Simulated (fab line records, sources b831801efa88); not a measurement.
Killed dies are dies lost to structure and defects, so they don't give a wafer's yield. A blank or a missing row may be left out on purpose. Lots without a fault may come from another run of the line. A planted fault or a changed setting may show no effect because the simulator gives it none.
fab line records | flow sfq_line
record lots=6 wafers=18 last_day=87
route steps=325 shown M1@68 I1@73
lots that met no fault: from a run of the same line without faults
start_h: hours from the record's first day to the start of the lot's first wafer shown | wait_h: hours since the lot's step before | " the same as in the row above | L1.1+2: a row that stands for several wafers | - no value, or no start given | * or withheld: withheld | < > ~ a bound
route shown NAME@n: a module of which the file shows steps, and the number in the route of the first | usual: mean/standard deviation of fault-free wafers | same: alike in all rows | chamber/n: place in a boat | sites: the reading at each site | _std_site: their standard deviation | _edge_site: outer sites' mean less inner sites' | radius_mm: how far each site lies from the wafer's centre | mask NAME#n: copy n | behind: the tool/chamber that last shaped the wafer | hold: why the lot was held/for how many hours/how that ended | device: the transistor (n, p or np) that didn't switch | end of line: the same wafers' tests at the end of the route | a step without rows: its recipe alone | killed: dies lost to structure and defects at the first sort, not the wafer's yield | map: a wafer's dies, x killed, . not, _ none there
set.NAME: the setting as run; set.NAME@STEP: as run at that earlier step | model.NAME: the simulator's own value behind a step, which no gauge read
lots at some steps of the route; a table a step, a row a wafer
services: from which hour (start_h, from the record's first day; less than 0 if before it) a tool's chamber was out of use, for how many hours, and why
## steps
# step SFQ_M1_OVL_MEAS_911
# usual M1_OVL=3/5.8
# columns lot.wafer tool chamber start_h wait_h M1_OVL[nm]
L214.1 overlay-02 - 412.09 0.1 5
L214.5 " - " " 10
L214.6 " - " " 15
L216.4 overlay-01 - 420.51 0.1 11
L216.5 " - " " 10
L216.6 " - " " 7
L217.2 overlay-02 - 433.80 0.1 2
L217.3 " - " " -5
L217.4 " - " " -2
L222.1 overlay-01 - 466.21 0.1 11
L222.4 " - " " 8
L222.5 " - " " 4
L227.1 overlay-02 - 501.29 0.1 5
L227.5 " - " " 4
L227.6 " - " " 7
L230.1 overlay-01 - 522.14 0.1 -12
L230.2 " - " " -8
L230.3 " - " " -14
# step SFQ_TRILAYER_M1_BARC_OPEN_METAL_ETCH_054
# recipe mask_material=PR chemistry=O2 target_depth_nm=125 target=BARC icp_w=600 bias_w=80 pressure_mtorr=10 time_s=41.7
# usual chamber_pressure_mTorr=10.000/0.0092 drypump_motor_current_A=5.6/0.67 oes_product_au=0.685/0.0053
# columns lot.wafer tool chamber start_h wait_h chamber_pressure_mTorr drypump_motor_current_A oes_product_au rf_hours_counter_h
L214.1 rie_metal-03 0 412.12 0.0 10.000 5.1 0.686 160
L214.5 " 0 " " 9.989 5.1 0.693 -
L214.6 " 1 " " 9.998 5.3 0.681 -
L216.4 rie_metal-03 1 420.54 0.0 10.002 5.3 0.687 -
L216.5 " 1 " " 10.002 5.3 0.690 -
L216.6 " 0 " " 10.003 5.1 0.681 -
L217.2 rie_metal-01 1 433.85 0.0 10.009 6.6 0.689 -
L217.3 " 1 " " 9.997 6.7 0.689 -
L217.4 " 1 " " 9.997 6.6 0.684 -
L222.1 rie_metal-02 1 466.25 0.0 9.988 5.7 0.682 145
L222.4 " 0 " " 9.984 5.0 0.680 -
L222.5 " 1 " " 9.982 5.7 0.686 -
L227.1 rie_metal-01 1 501.32 0.0 9.995 6.6 0.688 149
L227.5 " 0 " " 10.007 5.1 0.688 -
L227.6 " 1 " " 9.991 6.6 0.693 -
L230.1 rie_metal-03 1 522.18 0.0 10.020 5.3 0.687 161
L230.2 " 0 " " 9.996 5.1 0.674 7
L230.3 " 1 " " 9.993 5.2 0.685 -
# step SFQ_TRILAYER_M1_ETCH_METAL_ETCH_042
# recipe target=Nb stop_on=SiO2 mask_material=PR chemistry=Cl2/Ar target_depth_nm=240 icp_w=600 bias_w=80 pressure_mtorr=10 time_s=120
# step SFQ_TRILAYER_M1_STRIP_STRIP_043
# recipe gas=O2 power_w=200 platen_temp_c=40 overash_fraction=0.65 chemistry=O2 pressure_mtorr=50
# usual chamber_pressure_mTorr=49.99/0.046 drypump_motor_current_A=5.6/0.67 oes_product_au=0.995/0.0096 platen_temp_c=39.99/0.11
# columns lot.wafer tool chamber start_h wait_h chamber_pressure_mTorr drypump_motor_current_A oes_product_au platen_temp_c rf_hours_counter_h
L214.1 rie_metal-03 0 412.31 0.1 49.95 5.1 0.999 39.84 160
L214.5 " 0 " " 50.09 5.1 0.995 40.15 -
L214.6 " 1 " " 50.03 5.3 0.989 39.99 -
L216.4 rie_metal-03 1 420.91 0.2 50.04 5.3 0.998 40.20 -
L216.5 " 1 " " 50.01 5.3 0.993 40.04 -
L216.6 " 0 " " 49.98 5.1 0.996 40.03 -
L217.2 rie_metal-01 1 434.40 0.4 49.98 6.6 0.985 40.08 -
L217.3 " 1 " " 49.94 6.6 0.984 40.18 -
L217.4 " 1 " " 50.00 6.7 0.980 40.03 -
L222.1 rie_metal-02 1 466.43 0.1 49.99 5.7 1.006 40.05 145
L222.4 " 0 " " 50.01 5.0 1.003 40.12 -
L222.5 " 1 " " 50.04 5.7 1.002 40.09 -
L227.1 rie_metal-01 1 501.51 0.1 50.03 6.6 0.972 40.19 149
L227.5 " 0 " " 49.99 5.1 0.982 39.85 -
L227.6 " 1 " " 50.01 6.7 0.977 39.97 -
L230.1 rie_metal-03 1 522.36 0.1 50.02 5.2 1.006 39.83 161
L230.2 " 0 " " 49.98 5.1 1.005 39.98 7
L230.3 " 1 " " 50.07 5.2 0.998 39.77 -
# step SFQ_TRILAYER_M1_STRIP_SOLV_CLEAN_044
# recipe chemistry=NMP temp_c=70 time_s=600
# step SFQ_TRILAYER_I1_DEP_PECVD_045
# recipe material=SiO2 temp_c=150 time_s=111.11 pressure_torr=2.4 rf_w=183.3 precursor=SiH4/N2O target_thk_nm=500
# usual heater_power_outer_w=34/7.5 heater_power_w=93/11 throttle_valve_pct=24.3/1.4
# columns lot.wafer tool chamber start_h wait_h heater_power_outer_w heater_power_w throttle_valve_pct
L214.1 pecvd-03 1 413.08 0.0 33 94 24.5
L214.5 " 0 " " 34 101 23.5
L214.6 " 1 " " 34 98 24.7
L216.4 pecvd-03 1 421.52 0.0 33 97 24.7
L216.5 " 0 " " 41 113 23.3
L216.6 " 2 " " 28 87 22.6
L217.2 pecvd-03 0 435.57 0.0 37 107 23.1
L217.3 " 1 " " 28 88 24.8
L217.4 " 1 " " 31 93 24.8
L222.1 pecvd-02 2 467.21 0.0 26 83 23.8
L222.4 " 0 " " 47 100 24.1
L222.5 " 1 " " 43 101 25.3
L227.1 pecvd-03 2 502.28 0.0 29 88 22.7
L227.5 " 1 " " 36 98 24.9
L227.6 " 0 " " 42 114 22.9
L230.1 pecvd-02 1 523.15 0.0 41 98 25.4
L230.2 " 2 " " 23 77 23.6
L230.3 " 0 " " 42 94 24.2
# step SFQ_TRILAYER_I1_CMP_CMP_046
# recipe material=SiO2 down_force_psi=3 platen_rpm=60 pad_velocity_m_s=0.94248
# usual motor_current_A=10.6/1.3 time_to_endpoint_s=215/6.8
# columns lot.wafer tool chamber start_h wait_h motor_current_A time_to_endpoint_s
L214.1 cmp-02 0 413.76 0.6 10.0 225
L214.5 " 0 415.76 2.6 10.7 222
L214.6 " 1 " " 12.4 227
L216.4 cmp-01 0 425.78 4.2 8.9 225
L216.6 " 3 427.28 5.7 10.6 229
L216.5 " 0 " " 9.3 224
L217.4 cmp-02 1 438.06 2.4 13.0 222
L217.3 " 3 439.06 3.4 11.7 213
L217.2 " 0 " " 10.8 222
L222.4 cmp-02 0 471.06 3.8 9.9 229
L222.1 " 2 472.06 4.8 9.3 209
L222.5 " 1 473.56 6.3 12.9 226
L227.1 cmp-01 2 503.36 1.0 9.9 207
L227.5 " 0 504.36 2.0 9.2 226
L227.6 " 1 " " 10.5 218
L230.1 cmp-02 3 523.73 0.5 12.4 213
L230.3 " 0 " " 10.4 217
L230.2 " 1 " " 13.5 215
# step SFQ_I1_BOW_MEAS_912
# recipe mode=bow
# usual I1_BOW=1/7.5
# columns lot.wafer tool chamber start_h wait_h I1_BOW[um]
L214.1 film_metro-01 - 416.76 2.5 -2
L214.5 " - " " -14
L214.6 " - " " -16
L216.4 film_metro-04 - 428.34 2.1 1
L216.5 " - " " -6
L216.6 " - " " -2
L217.2 film_metro-03 - 441.08 1.0 3
L217.3 " - " " 3
L217.4 " - " " 6
L222.1 film_metro-03 - 474.06 1.5 7
L222.4 " - " " 4
L222.5 " - " " 3
L227.1 film_metro-03 - 505.36 1.5 -11
L227.5 " - " " -14
L227.6 " - " " 4
L230.1 film_metro-01 - 526.23 2.0 5
L230.2 " - " " 10
L230.3 " - " " 3
# step SFQ_TRILAYER_I1_METRO_MEASURE_047
# step SFQ_TRILAYER_I1_VIA_LITHO_COAT_054
# recipe resist=BARC spin_rpm=3000 resist_thk_nm=62
# step SFQ_TRILAYER_I1_VIA_LITHO_COAT_049
# recipe resist=KrF spin_rpm=3000 resist_thk_nm=650
# step SFQ_TRILAYER_I1_VIA_LITHO_SOFTBAKE_053
# recipe temp_c=withheld time_s=withheld resist=KrF
# step SFQ_TRILAYER_I1_VIA_LITHO_EXPOSE_050
# recipe mask_id=I1 na=0.6 source_shape=conventional sigma_outer=0.65 target_cd_nm=500 dose_mj=21.3
# usual exposure_dose_mJ_cm2=21.300/0.017
# same na=0.6
# columns lot.wafer tool chamber start_h wait_h mask exposure_dose_mJ_cm2
L214.1 krf_scanner-02 0 539.64 - I1#0 21.282
L214.5 " 0 " " I1#0 21.282
L214.6 " 0 " " I1#0 21.294
L216.4 krf_scanner-02 0 549.39 - I1#0 22.492
L216.5 " 0 " " I1#0 22.504
L216.6 " 0 " " I1#0 22.488
L217.2 krf_scanner-02 0 559.79 - I1#0 22.452
L217.3 " 0 " " I1#0 22.488
L217.4 " 0 " " I1#0 22.472
L222.1 krf_scanner-01 0 599.91 - I1#0 21.296
L222.4 " 0 " " I1#0 21.297
L222.5 " 0 " " I1#0 21.301
L227.1 krf_scanner-01 0 638.86 - I1#0 21.288
L227.5 " 0 " " I1#0 21.301
L227.6 " 0 " " I1#0 21.298
L230.1 krf_scanner-01 0 670.16 - I1#0 21.298
L230.2 " 0 " " I1#0 21.304
L230.3 " 0 " " I1#0 21.311
# step SFQ_TRILAYER_I1_VIA_LITHO_PEB_052
# recipe peb_temp_c=115 peb_time_s=60 resist=KrF
# step SFQ_TRILAYER_I1_VIA_LITHO_DEVELOP_051
# recipe time_s=60 resist=KrF
# step SFQ_I1_OVL_MEAS_913
# usual I1_OVL=-1/4.4
# columns lot.wafer tool chamber start_h wait_h I1_OVL[nm]
L214.1 overlay-01 - 541.14 0.1 -1
L214.5 " - " " 1
L214.6 " - " " -5
L216.4 overlay-01 - 550.31 0.1 2
L216.5 " - " " -2
L216.6 " - " " 3
L217.2 overlay-01 - 561.10 0.1 2
L217.3 " - " " 1
L217.4 " - " " 2
L222.1 overlay-01 - 601.41 0.1 -5
L222.4 " - " " -5
L222.5 " - " " -7
L227.1 overlay-02 - 640.36 0.1 2
L227.5 " - " " 0
L227.6 " - " " 2
L230.1 overlay-02 - 671.66 0.1 3
L230.2 " - " " 0
L230.3 " - " " -1
# step SFQ_TRILAYER_I1_VIA_BARC_OPEN_VIA_ETCH_071
# recipe mask_material=PR chemistry=O2 target_depth_nm=125 target=BARC source_w=500 bias_w=80 pressure_mtorr=30 time_s=41.7
# usual chamber_pressure_mTorr=29.999/0.028 drypump_motor_current_A=5.7/0.36 oes_product_au=0.686/0.0046
# columns lot.wafer tool chamber start_h wait_h chamber_pressure_mTorr drypump_motor_current_A oes_product_au rf_hours_counter_h model.I1.cd_nm
L214.1 rie_diel-03 0 541.18 0.0 30.039 5.3 0.685 11 504.9
L214.5 " 3 " " 30.006 5.3 0.687 - 503.8
L214.6 " 0 " " 29.997 5.3 0.686 - 503.7
L216.4 rie_diel-01 0 550.35 0.0 29.968 5.4 0.688 - 511.9
L216.5 " 3 " " 30.009 5.2 0.684 - 510.6
L216.6 " 1 " " 30.037 5.8 0.683 - 509.8
L217.2 rie_diel-03 0 561.13 0.0 29.980 5.3 0.685 11 508
L217.3 " 2 " " 29.999 6.2 0.683 2 507.9
L217.4 " 3 " " 29.994 5.3 0.686 - 509.4
L222.1 rie_diel-04 3 601.45 0.0 30.015 6.2 0.687 5 499.4
L222.4 " 1 " " 29.981 5.7 0.690 3 500.2
L222.5 " 2 " " 29.998 6.0 0.687 - 500
L227.1 rie_diel-03 1 640.40 0.0 30.005 5.7 0.690 12 497.4
L227.5 " 3 " " 30.059 5.3 0.688 - 497.6
L227.6 " 2 " " 30.053 6.1 0.688 - 499.1
L230.1 rie_diel-03 2 671.70 0.0 29.976 6.1 0.679 4 500.3
L230.2 " 1 " " 30.011 5.7 0.685 12 501
L230.3 " 3 " " 29.988 5.3 0.681 9 501.5
# step SFQ_TRILAYER_I1_VIA_ETCH_VIA_ETCH_052
# recipe target=SiO2 stop_on=Nb mask_material=PR taper_deg=20 chemistry=CHF3 target_depth_nm=260 source_w=500 bias_w=80 pressure_mtorr=30 time_s=withheld
# usual chamber_pressure_mTorr=30.00/0.031 drypump_motor_current_A=5.7/0.37 oes_product_au=0.854/0.0053
# columns lot.wafer tool chamber start_h wait_h chamber_pressure_mTorr drypump_motor_current_A oes_product_au model.I1.cd_nm
L214.1 rie_diel-03 0 541.22 0.0 30.03 5.3 0.858 505.4
L214.5 " 3 " " 30.00 5.3 0.864 501.8
L214.6 " 0 " " 29.94 5.3 0.852 504
L216.4 rie_diel-01 0 550.42 0.1 29.97 5.4 0.848 513.8
L216.5 " 3 " " 30.01 5.1 0.850 508.8
L216.6 " 1 " " 29.92 5.8 0.854 512.1
L217.2 rie_diel-03 0 561.17 0.0 30.01 5.3 0.858 507.7
L217.3 " 2 " " 30.02 6.1 0.857 507.6
L217.4 " 3 " " 29.96 5.3 0.858 507.4
L222.1 rie_diel-04 3 601.49 0.0 30.00 6.2 0.850 499.4
L222.4 " 1 " " 29.96 5.8 0.863 498.8
L222.5 " 2 " " 30.00 6.0 0.851 500.4
L227.1 rie_diel-03 1 640.44 0.0 29.97 5.7 0.850 497.9
L227.5 " 3 " " 30.00 5.3 0.864 498.9
L227.6 " 2 " " 30.05 6.2 0.857 499.5
L230.1 rie_diel-03 2 671.74 0.0 29.96 6.1 0.850 500.9
L230.2 " 1 " " 29.99 5.7 0.856 501.2
L230.3 " 3 " " 29.99 5.3 0.861 500.8
# step SFQ_TRILAYER_I1_VIA_STRIP_STRIP_053
# recipe gas=O2 power_w=200 platen_temp_c=40 overash_fraction=0.65 chemistry=O2 pressure_mtorr=50
# usual chamber_pressure_mTorr=50.00/0.048 drypump_motor_current_A=5.7/0.6 oes_product_au=0.999/0.0078 platen_temp_c=39.97/0.11
# columns lot.wafer tool chamber start_h wait_h chamber_pressure_mTorr drypump_motor_current_A oes_product_au platen_temp_c rf_hours_counter_h
L214.1 rie_metal-01 1 541.33 - 50.07 6.7 0.992 39.94 155
L214.5 " 0 " " 50.08 5.1 1.000 39.81 -
L214.6 " 1 " " 49.92 6.6 0.989 40.09 -
L216.4 rie_metal-04 1 551.08 - 49.92 5.9 1.005 39.86 -
L216.5 " 1 " " 50.06 5.9 1.008 39.88 -
L216.6 " 1 " " 49.95 5.9 1.004 39.91 -
L217.2 rie_metal-04 1 561.48 - 49.99 5.9 1.007 40.07 -
L217.3 " 1 " " 50.02 5.8 1.008 39.94 -
L217.4 " 1 " " 49.96 5.9 1.002 40.02 -
L222.1 rie_metal-01 1 601.60 - 50.01 6.6 0.998 40.00 7
L222.4 " 0 " " 50.05 5.1 1.005 40.05 -
L222.5 " 1 " " 50.02 6.6 0.993 39.89 -
L227.1 rie_metal-01 0 640.55 - 49.93 5.1 1.000 40.14 34
L227.5 " 1 " " 50.01 6.6 0.999 40.02 -
L227.6 " 0 " " 49.97 5.1 0.997 39.86 -
L230.1 rie_metal-01 0 671.85 - 49.98 5.1 1.001 39.90 38
L230.2 " 1 " " 49.97 6.6 0.984 40.20 15
L230.3 " 1 " " 50.06 6.6 0.992 40.10 -
## services
# columns tool chamber start_h hours kind
rie_metal-03 - 422.78 2.8 pm
rie_diel-03 - 430.49 0.2 repair
krf_scanner-02 - 447.04 0.4 repair
cmp-02 - 483.63 2.3 pm
rie_metal-01 0 495.49 4.0 repair
rie_diel-03 - 504.82 14.6 pm
cmp-02 - 519.05 1.4 repair
rie_diel-03 1 521.13 61.1 repair
rie_diel-03 2 521.38 6.5 repair
pecvd-03 2 526.45 3.9 repair
rie_diel-03 3 527.25 7.4 repair
pecvd-03 - 530.33 1.1 repair
rie_metal-03 - 545.34 0.9 repair
cmp-02 - 554.58 8.3 pm
cmp-02 - 575.40 4.0 pm
rie_metal-01 0 581.34 4.3 repair
cmp-02 - 592.27 1.0 repair
cmp-02 - 594.86 1.4 repair
cmp-02 - 613.31 1.8 repair
rie_metal-03 - 618.25 1.4 pm
rie_metal-01 0 624.52 4.5 repair
cmp-02 - 625.18 4.0 repair
rie_diel-03 - 625.24 0.3 repair
cmp-02 - 654.57 1.2 repair
## key
first_sign step=SFQ_TRILAYER_I1_VIA_LITHO_EXPOSE_050 reading=exposure_dose_mJ_cm2 direction=up sigmas=69 usual=21.300 struck=22.482
effect none on later readings
model_effect step=SFQ_TRILAYER_I1_VIA_BARC_OPEN_VIA_ETCH_071 value=I1.cd_nm without=500.8 struck=509.6
model_effect step=SFQ_TRILAYER_I1_VIA_ETCH_VIA_ETCH_052 value=I1.cd_nm without=500.7 struck=509.6
met_at SFQ_TRILAYER_I1_VIA_LITHO_EXPOSE_050
struck_wafers L216.4,L216.5,L216.6,L217.2,L217.3,L217.4
onset_between 539.64 549.39
fault kind=process_parameter_drift tool=krf_scanner-02 chamber=- onset_h=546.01 steps=SFQ_TRILAYER_I1_VIA_LITHO_EXPOSE_050 channel=dose_mj offset=1.1972 shape=step acts_in=these_recipes_only stated=21.3
